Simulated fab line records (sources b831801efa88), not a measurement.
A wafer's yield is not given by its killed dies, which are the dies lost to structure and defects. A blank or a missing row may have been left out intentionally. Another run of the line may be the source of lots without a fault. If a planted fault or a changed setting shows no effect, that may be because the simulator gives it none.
Which tool did it? + flow gf180mcu + 72 wafers from 24 lots sampled at 4 of the route's 602 steps

WHAT EACH GAUGE READ, for each wafer
GF_M3_CD_MEAS_14: the cd target is 280 nm.
| lot  | measured     | on        | cd_nm (nm)        |
|------|--------------|-----------|-------------------|
| L074 | day 21 09:50 | cd_sem-02 | 279.6 279.6 279.0 |
| L075 | day 21 21:17 | cd_sem-02 | 280.6 280.2 279.6 |
| L076 | day 21 22:22 | cd_sem-02 | 280.0 280.8 279.6 |
| L077 | day 22 07:49 | cd_sem-02 | 279.5 279.2 278.7 |
| L078 | day 22 18:49 | cd_sem-02 | 281.0 279.6 280.4 |
| L079 | day 23 06:32 | cd_sem-01 | 280.2 278.4 280.0 |
| L080 | day 23 14:53 | cd_sem-01 | 279.9 280.5 279.7 |
| L081 | day 23 19:43 | cd_sem-02 | 281.2 280.0 279.6 |
| L082 | day 24 09:08 | cd_sem-01 | 279.2 279.4 279.4 |
| L083 | day 24 14:40 | cd_sem-01 | 279.4 278.8 278.2 |
| L084 | day 24 22:32 | cd_sem-01 | 282.7 283.6 281.8 |
| L085 | day 25 02:55 | cd_sem-02 | 279.1 278.3 278.8 |
| L086 | day 25 17:01 | cd_sem-02 | 280.9 281.4 280.0 |
| L087 | day 25 18:26 | cd_sem-01 | 280.8 280.7 281.2 |
| L088 | day 26 14:38 | cd_sem-02 | 279.5 279.8 280.6 |
| L089 | day 26 18:57 | cd_sem-01 | 282.0 280.3 281.0 |
| L090 | day 26 22:58 | cd_sem-01 | 281.0 279.7 280.6 |
| L091 | day 27 01:20 | cd_sem-01 | 280.4 279.6 280.0 |
| L092 | day 27 07:41 | cd_sem-02 | 281.0 280.3 279.5 |
| L093 | day 27 17:01 | cd_sem-01 | 279.4 279.6 281.5 |
| L094 | day 28 01:11 | cd_sem-02 | 280.6 280.5 281.0 |
| L095 | day 28 06:47 | cd_sem-02 | 280.4 280.4 280.4 |
| L096 | day 28 09:47 | cd_sem-02 | 280.4 279.7 279.4 |
| L097 | day 28 17:03 | cd_sem-01 | 281.3 281.1 279.7 |

WHAT TOOL EACH LOT RAN ON (gives the tool, then ch and the chambers of the sampled wafers, and finally the start)
| lot  | GF_V1_ETCH_17                                 | GF_V1_CVD_23                  | GF_V2_ETCH_16                      |
|------|-----------------------------------------------|-------------------------------|------------------------------------|
| L074 | rie_diel-01 ch 0,1,3, day 18 06:44 or earlier | cvd_w-02 ch 0,1, day 18 06:44 | rie_diel-04 ch 0,2, day 20 08:53   |
| L075 | rie_diel-03 ch 0,1, day 18 17:52 or earlier   | cvd_w-02 ch 0,1, day 18 17:52 | rie_diel-02 ch 1,2, day 20 19:46   |
| L076 | rie_diel-02 ch 0,1,2, day 18 19:33 or earlier | cvd_w-02 ch 0,1, day 18 19:33 | rie_diel-02 ch 0,1,3, day 20 21:10 |
| L077 | rie_diel-01 ch 0,1,2, day 19 05:13 or earlier | cvd_w-02 ch 0,1, day 19 05:13 | rie_diel-02 ch 0,2,3, day 21 06:46 |
| L078 | rie_diel-01 ch 0,3, day 19 17:34 or earlier   | cvd_w-01 ch 0,1, day 19 17:34 | rie_diel-04 ch 1,2,3, day 21 19:04 |
| L079 | rie_diel-02 ch 2,3, day 20 04:34 or earlier   | cvd_w-01 ch 0,1, day 20 04:34 | rie_diel-02 ch 0,1, day 22 06:32   |
| L080 | rie_diel-02 ch 2,3, day 20 13:19 or earlier   | cvd_w-01 ch 0,1, day 20 13:19 | rie_diel-04 ch 1,2, day 22 15:11   |
| L081 | rie_diel-01 ch 1,2, day 20 19:53 or earlier   | cvd_w-02 ch 0,1, day 20 19:53 | rie_diel-03 ch 1,2,3, day 22 20:55 |
| L082 | rie_diel-03 ch 0,1,3, day 21 08:50 or earlier | cvd_w-02 ch 1, day 21 08:50   | rie_diel-02 ch 0,2,3, day 23 09:25 |
| L083 | rie_diel-02 ch 0,1,3, day 21 14:50 or earlier | cvd_w-01 ch 0,1, day 21 14:50 | rie_diel-02 ch 0,1,3, day 23 15:14 |
| L084 | rie_diel-01 ch 0,1,2, day 21 23:34 or earlier | cvd_w-01 ch 0,1, day 21 23:34 | rie_diel-04 ch 0,1,2, day 23 21:47 |
| L085 | rie_diel-02 ch 0,1,3, day 22 04:24 or earlier | cvd_w-01 ch 0,1, day 22 04:24 | rie_diel-03 ch 0,1,2, day 24 03:47 |
| L086 | rie_diel-03 ch 0,1,2, day 22 18:05 or earlier | cvd_w-01 ch 0,1, day 22 18:05 | rie_diel-03 ch 1,2, day 24 17:56   |
| L087 | rie_diel-02 ch 0,2,3, day 22 20:04 or earlier | cvd_w-02 ch 0,1, day 22 20:04 | rie_diel-02 ch 1,2,3, day 24 19:23 |
| L088 | rie_diel-03 ch 1,3, day 23 17:04 or earlier   | cvd_w-01 ch 0,1, day 23 17:04 | rie_diel-03 ch 0,1, day 25 16:11   |
| L089 | rie_diel-01 ch 1,2, day 23 18:38 or earlier   | cvd_w-01 ch 0,1, day 23 18:38 | rie_diel-04 ch 0,1,2, day 25 16:50 |
| L090 | rie_diel-01 ch 1,2,3, day 24 02:37 or earlier | cvd_w-02 ch 0,1, day 24 02:37 | rie_diel-03 ch 0,2,3, day 26 00:41 |
| L091 | rie_diel-02 ch 1,3, day 24 06:24 or earlier   | cvd_w-02 ch 0,1, day 24 06:24 | rie_diel-03 ch 0,2,3, day 26 03:14 |
| L092 | rie_diel-03 ch 1,2, day 24 11:46 or earlier   | cvd_w-02 ch 0, day 24 11:46   | rie_diel-04 ch 0,2,3, day 26 10:02 |
| L093 | rie_diel-02 ch 1,2, day 24 21:16 or earlier   | cvd_w-01 ch 1, day 24 21:16   | rie_diel-03 ch 0,1,3, day 26 18:44 |
| L094 | rie_diel-02 ch 0,1,3, day 25 07:36 or earlier | cvd_w-02 ch 0,1, day 25 07:36 | rie_diel-03 ch 0,2,3, day 27 03:20 |
| L095 | rie_diel-03 ch 0,1,2, day 25 13:30 or earlier | cvd_w-01 ch 0, day 25 13:30   | rie_diel-03 ch 2,3, day 27 09:43   |
| L096 | rie_diel-02 ch 0,2,3, day 25 16:36 or earlier | cvd_w-02 ch 0,1, day 25 16:36 | rie_diel-03 ch 0,2, day 27 12:16   |
| L097 | rie_diel-01 ch 0,1,2, day 26 01:32 or earlier | cvd_w-02 ch 0,1, day 26 01:32 | rie_diel-04 ch 1,2,3, day 27 20:38 |
- GF_V1_ETCH_17: etches SiO2 in C4F8/O2/Ar, stops on TiN, target depth 630 nm.
- GF_V1_CVD_23: deposits W, target thk 350 nm, time 105.05 s.
- GF_V2_ETCH_16: etches BARC in N2/H2.

WHAT THE TOOLS THEMSELVES READ (means of the sampled wafers that have a number; where no wafer has one, the mark that the record gives instead)
GF_V1_ETCH_17.
| lot  | tool        | oes_product_au (a.u.) |
|------|-------------|-----------------------|
| L074 | rie_diel-01 | 0.854                 |
| L075 | rie_diel-03 | 0.854                 |
| L076 | rie_diel-02 | 0.859                 |
| L077 | rie_diel-01 | 0.853                 |
| L078 | rie_diel-01 | 0.851                 |
| L079 | rie_diel-02 | 0.856                 |
| L080 | rie_diel-02 | 0.849                 |
| L081 | rie_diel-01 | 0.856                 |
| L082 | rie_diel-03 | 0.860                 |
| L083 | rie_diel-02 | 0.853                 |
| L084 | rie_diel-01 | 0.854                 |
| L085 | rie_diel-02 | 0.856                 |
| L086 | rie_diel-03 | 0.859                 |
| L087 | rie_diel-02 | 0.851                 |
| L088 | rie_diel-03 | 0.854                 |
| L089 | rie_diel-01 | 0.856                 |
| L090 | rie_diel-01 | 0.855                 |
| L091 | rie_diel-02 | 0.856                 |
| L092 | rie_diel-03 | 0.856                 |
| L093 | rie_diel-02 | 0.851                 |
| L094 | rie_diel-02 | 0.856                 |
| L095 | rie_diel-03 | 0.854                 |
| L096 | rie_diel-02 | 0.857                 |
| L097 | rie_diel-01 | 0.858                 |

GF_V1_CVD_23.
| lot  | tool     | heater_power_outer_w (W) | heater_power_w (W) |
|------|----------|--------------------------|--------------------|
| L074 | cvd_w-02 | 470                      | 818                |
| L075 | cvd_w-02 | 465                      | 822                |
| L076 | cvd_w-02 | 465                      | 825                |
| L077 | cvd_w-02 | 477                      | 821                |
| L078 | cvd_w-01 | 487                      | 830                |
| L079 | cvd_w-01 | 497                      | 834                |
| L080 | cvd_w-01 | 459                      | 802                |
| L081 | cvd_w-02 | 465                      | 827                |
| L082 | cvd_w-02 | 464                      | 807                |
| L083 | cvd_w-01 | 493                      | 843                |
| L084 | cvd_w-01 | 460                      | 825                |
| L085 | cvd_w-01 | 457                      | 832                |
| L086 | cvd_w-01 | 496                      | 835                |
| L087 | cvd_w-02 | 473                      | 817                |
| L088 | cvd_w-01 | 497                      | 832                |
| L089 | cvd_w-01 | 497                      | 832                |
| L090 | cvd_w-02 | 472                      | 815                |
| L091 | cvd_w-02 | 472                      | 827                |
| L092 | cvd_w-02 | 478                      | 823                |
| L093 | cvd_w-01 | 527                      | 862                |
| L094 | cvd_w-02 | 470                      | 825                |
| L095 | cvd_w-01 | 432                      | 807                |
| L096 | cvd_w-02 | 477                      | 822                |
| L097 | cvd_w-02 | 473                      | 816                |

GF_V2_ETCH_16.
| lot  | tool        | drypump_motor_current_A (A) | oes_product_au (a.u.) | throttle_valve_pct (%) |
|------|-------------|-----------------------------|-----------------------|------------------------|
| L074 | rie_diel-04 | 6.2                         | 0.854                 | 13.222                 |
| L075 | rie_diel-02 | 5.7                         | 0.856                 | 13.231                 |
| L076 | rie_diel-02 | 5.4                         | 0.859                 | 13.220                 |
| L077 | rie_diel-02 | 5.6                         | 0.854                 | 13.220                 |
| L078 | rie_diel-04 | 5.9                         | 0.851                 | 13.224                 |
| L079 | rie_diel-02 | 5.6                         | 0.850                 | 13.214                 |
| L080 | rie_diel-04 | 6.1                         | 0.852                 | 13.227                 |
| L081 | rie_diel-03 | 5.6                         | 0.851                 | 13.229                 |
| L082 | rie_diel-02 | 5.6                         | 0.856                 | 13.220                 |
| L083 | rie_diel-02 | 5.4                         | 0.855                 | 13.213                 |
| L084 | rie_diel-04 | 6.0                         | 0.858                 | 13.217                 |
| L085 | rie_diel-03 | 5.6                         | 0.853                 | 13.225                 |
| L086 | rie_diel-03 | 5.6                         | 0.854                 | 13.219                 |
| L087 | rie_diel-02 | 5.4                         | 0.850                 | 13.232                 |
| L088 | rie_diel-03 | 5.6                         | 0.854                 | 13.224                 |
| L089 | rie_diel-04 | 6.0                         | 0.855                 | 13.222                 |
| L090 | rie_diel-03 | 5.3                         | 0.858                 | 13.221                 |
| L091 | rie_diel-03 | 5.2                         | 0.854                 | 13.221                 |
| L092 | rie_diel-04 | 6.2                         | 0.858                 | 13.212                 |
| L093 | rie_diel-03 | 5.6                         | 0.859                 | 13.222                 |
| L094 | rie_diel-03 | 5.2                         | 0.857                 | 13.222                 |
| L095 | rie_diel-03 | 5.2                         | 0.855                 | 13.230                 |
| L096 | rie_diel-03 | 5.2                         | 0.855                 | 13.226                 |
| L097 | rie_diel-04 | 5.9                         | 0.858                 | 13.222                 |

THE ANSWER, worked out from the rows above alone
Rule: what is usual is taken from the lots themselves. Put in order of their means at a reading, lots are off if they are a third of the lots or fewer, leave a main group of 4 or more, and stand apart from it by a gap of 3 or more times the standard deviation of the main group's means; of several such gaps the widest counts. A main group whose means are all the same, to the digits that the tables above print for the reading, isn't used. Also off: a lot with no number at a reading for which 4 or more lots have one. Any other lot the step has rows for is counted as sound. Order of review: gauges by route order, followed by the tools' own readings, for which a lot's mean as printed above is used. At the first step where some lot is off, the reading lying furthest off is the one used; lots without a number count as furthest.
No lot is off on any of the readings shown, so nothing can be concluded from this.

WHAT HAD BEEN PUT IN BY THE SIMULATOR
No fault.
